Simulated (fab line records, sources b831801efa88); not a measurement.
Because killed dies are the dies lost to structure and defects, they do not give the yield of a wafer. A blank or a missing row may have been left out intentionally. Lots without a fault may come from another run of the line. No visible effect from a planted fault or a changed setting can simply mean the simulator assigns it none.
What tool caused it? + flow sky130 + 12 lots with 36 wafers sampled at 5 steps, on a route of 708 steps

== WHAT THE GAUGES READ, wafer by wafer ==
SKY_SONOS_TUNNEL_OVL_MEAS_08. Usual: SONOS_TUNNEL_OVL typically reads -0.3 nm, with standard deviation 1.6.
| lot  | measured     | on         | SONOS_TUNNEL_OVL (nm) | flag |
|------|--------------|------------|-----------------------|------|
| L143 | day 11 10:28 | overlay-01 | 2.5 0.4 2.7           |      |
| L146 | day 12 05:01 | overlay-01 | -1.0 -0.5 -1.9        |      |
| L149 | day 13 15:10 | overlay-02 | 2.8 2.9 0.8           |      |
| L150 | day 14 01:46 | overlay-01 | -1.5 -1.8 -2.2        |      |
| L151 | day 14 04:09 | overlay-01 | 1.4 1.7 1.6           |      |
| L152 | day 14 07:10 | overlay-01 | -1.2 -3.5 1.4         |      |
| L153 | day 14 11:59 | overlay-01 | -3.1 -2.2 -1.9        |      |
| L155 | day 15 11:44 | overlay-01 | -2.5 -2.1 -2.2        |      |
| L157 | day 15 22:48 | overlay-01 | -0.7 -0.2 -1.3        |      |
| L161 | day 17 08:26 | overlay-02 | -1.7 -2.4 -0.9        |      |
| L164 | day 18 11:40 | overlay-01 | 0.0 -0.3 -0.6         |      |
| L165 | day 18 16:46 | overlay-02 | 0.2 0.1 -0.1          |      |

SKY_SONOS_ONO_CD_MEAS_13: target cd 410 nm. Usual: cd-nm reads 409.8 nm (standard deviation 2.6).
| lot  | measured     | on        | cd-nm (nm)        | flag |
|------|--------------|-----------|-------------------|------|
| L143 | day 12 16:37 | cd-sem-02 | 412.9 413.4 411.5 |      |
| L146 | day 13 13:09 | cd-sem-02 | 412.0 412.0 413.1 |      |
| L149 | day 14 23:01 | cd-sem-02 | 408.7 409.8 410.0 |      |
| L150 | day 15 09:23 | cd-sem-01 | 405.6 403.4 401.7 |      |
| L151 | day 15 15:14 | cd-sem-01 | 407.6 409.7 409.6 |      |
| L152 | day 15 15:32 | cd-sem-01 | 413.0 413.3 413.2 |      |
| L153 | day 15 23:19 | cd-sem-02 | 410.0 409.8 411.1 |      |
| L155 | day 16 21:41 | cd-sem-01 | 406.9 407.3 407.3 |      |
| L157 | day 17 08:02 | cd-sem-01 | 408.1 406.4 408.8 |      |
| L161 | day 18 23:31 | cd-sem-01 | 413.2 412.2 412.9 |      |
| L164 | day 20 01:22 | cd-sem-02 | 405.6 405.1 409.8 |      |
| L165 | day 20 07:59 | cd-sem-02 | 414.9 413.4 412.8 |      |

SKY_POLY_GATE_CD_MEAS_13: target cd 150 nm. Usual: cd-nm reads 149.5 nm (standard deviation 1.5).
| lot  | measured     | on        | cd-nm (nm)        | flag |
|------|--------------|-----------|-------------------|------|
| L143 | day 16 08:07 | cd-sem-02 | 148.0 148.4 149.3 |      |
| L146 | day 17 09:04 | cd-sem-02 | 149.2 149.1 147.8 |      |
| L149 | day 19 00:47 | cd-sem-02 | 148.1 149.9 148.5 |      |
| L150 | day 19 10:42 | cd-sem-01 | 150.5 148.7 149.9 |      |
| L151 | day 19 16:05 | cd-sem-02 | 146.4 148.5 146.9 |      |
| L152 | day 19 15:44 | cd-sem-01 | 148.3 147.4 148.8 |      |
| L153 | day 19 22:56 | cd-sem-02 | 149.5 150.4 151.8 |      |
| L155 | day 20 23:57 | cd-sem-01 | 172.1 171.3 171.1 | OFF  |
| L157 | day 21 10:08 | cd-sem-02 | 149.2 149.8 149.8 |      |
| L161 | day 23 00:08 | cd-sem-02 | 150.4 150.2 149.2 |      |
| L164 | day 24 15:20 | cd-sem-01 | 146.7 148.0 148.0 |      |
| L165 | day 24 16:45 | cd-sem-02 | 149.3 149.0 149.3 |      |

== EACH LOT AND THE TOOL THAT RAN IT (in order: tool; ch and the chambers of the sampled wafers; start) ==
| lot  | SKY_VT_ADJUST_HVTR_STRIP_10          | SKY_POLY_GATE_EXPOSE_10           |
|------|--------------------------------------|-----------------------------------|
| L143 | plasma-asher-01 ch 0,1, day 9 12:59  | krf-scanner-01 ch 0, day 15 17:51 |
| L146 | plasma-asher-02 ch 0,1, day 10 05:24 | krf-scanner-01 ch 0, day 16 19:06 |
| L149 | plasma-asher-04 ch 0,1, day 11 12:33 | krf-scanner-02 ch 0, day 18 08:54 |
| L150 | plasma-asher-02 ch 0,1, day 11 22:38 | krf-scanner-02 ch 0, day 18 19:59 |
| L151 | plasma-asher-01 ch 0,1, day 12 01:41 | krf-scanner-02 ch 0, day 19 00:40 |
| L152 | plasma-asher-04 ch 0,1, day 12 04:56 | krf-scanner-01 ch 0, day 19 00:23 |
| L153 | plasma-asher-04 ch 0,1, day 12 09:02 | krf-scanner-01 ch 0, day 19 07:46 |
| L155 | plasma-asher-02 ch 0,1, day 13 06:46 | krf-scanner-01 ch 0, day 20 08:37 |
| L157 | plasma-asher-01 ch 0,1, day 13 16:32 | krf-scanner-02 ch 0, day 20 18:57 |
| L161 | plasma-asher-02 ch 0,1, day 15 00:28 | krf-scanner-02 ch 0, day 22 09:07 |
| L164 | plasma-asher-01 ch 0,1, day 16 02:09 | krf-scanner-02 ch 0, day 24 01:05 |
| L165 | plasma-asher-01 ch 0,1, day 16 07:09 | krf-scanner-01 ch 0, day 24 02:17 |
- SKY_VT_ADJUST_HVTR_STRIP_10: strips in O2/N2.
- SKY_POLY_GATE_EXPOSE_10: exposes mask P1M, target cd 150 nm.

== AS READ BY THE TOOLS THEMSELVES (means over the sampled wafers that have a number; for cases with no such wafer, the mark the record gives instead) ==
SKY_VT_ADJUST_HVTR_STRIP_10. Usual: drypump-motor-current-A 5.6 A, standard deviation 0.51; oes-product-au 0.715 a.u., standard deviation 0.0049; strip-time-to-endpoint-s 14.19 s, standard deviation 0.04.
| lot  | tool            | drypump-motor-current-A (A) | oes-product-au (a.u.) | strip-time-to-endpoint-s (s) | flag |
|------|-----------------|-----------------------------|-----------------------|------------------------------|------|
| L143 | plasma-asher-01 | 6.3                         | 0.718                 | 14.16                        |      |
| L146 | plasma-asher-02 | 5.1                         | 0.711                 | 14.17                        |      |
| L149 | plasma-asher-04 | 5.5                         | 0.713                 | 14.19                        |      |
| L150 | plasma-asher-02 | 5.1                         | 0.710                 | 14.18                        |      |
| L151 | plasma-asher-01 | 6.3                         | 0.717                 | 14.25                        |      |
| L152 | plasma-asher-04 | 5.5                         | 0.717                 | 14.21                        |      |
| L153 | plasma-asher-04 | 5.5                         | 0.715                 | 14.13                        |      |
| L155 | plasma-asher-02 | 5.1                         | 0.713                 | 14.14                        |      |
| L157 | plasma-asher-01 | 6.2                         | 0.714                 | 14.14                        |      |
| L161 | plasma-asher-02 | 5.4                         | 0.714                 | 14.14                        |      |
| L164 | plasma-asher-01 | 6.2                         | 0.716                 | 14.19                        |      |
| L165 | plasma-asher-01 | 6.2                         | 0.713                 | 14.20                        |      |

SKY_POLY_GATE_EXPOSE_10. Usual: reticle-temp-C reads 22.99 C (standard deviation 0.095).
| lot  | tool           | reticle-temp-C (C) | flag |
|------|----------------|--------------------|------|
| L143 | krf-scanner-01 | 23.02              |      |
| L146 | krf-scanner-01 | 23.01              |      |
| L149 | krf-scanner-02 | 23.06              |      |
| L150 | krf-scanner-02 | 22.91              |      |
| L151 | krf-scanner-02 | 22.96              |      |
| L152 | krf-scanner-01 | 22.99              |      |
| L153 | krf-scanner-01 | 23.00              |      |
| L155 | krf-scanner-01 | 23.04              |      |
| L157 | krf-scanner-02 | 23.00              |      |
| L161 | krf-scanner-02 | 22.90              |      |
| L164 | krf-scanner-02 | 22.78              |      |
| L165 | krf-scanner-01 | 22.95              |      |

== THE ANSWER, worked out from the rows above alone ==
Rule: a lot is off if the mean of its wafers that have a number lies more than 3 standard deviations from the usual mean. A lot without any number at a reading at which 4 lots or more have one is off too. Where the step has rows for the other lots, those lots are counted as sound. The gauges are gone through in route order, then the tools' own readings, and for those a lot's mean is taken as printed above. At the first step where some lot is off, the reading lying furthest off is the one used; lots without a number count as furthest.
Off: L155 (SKY_POLY_GATE_CD_MEAS_13, cd-nm).
A tool fits if, at a process step before that reading, it ran every lot that is off, and no sound lot after the first of them. Gauges at SKY_POLY_GATE_CD_MEAS_13: tried the same way as those tools. Not one of the candidates tried fits.

== WHAT THE SIMULATOR HAD INSERTED ==
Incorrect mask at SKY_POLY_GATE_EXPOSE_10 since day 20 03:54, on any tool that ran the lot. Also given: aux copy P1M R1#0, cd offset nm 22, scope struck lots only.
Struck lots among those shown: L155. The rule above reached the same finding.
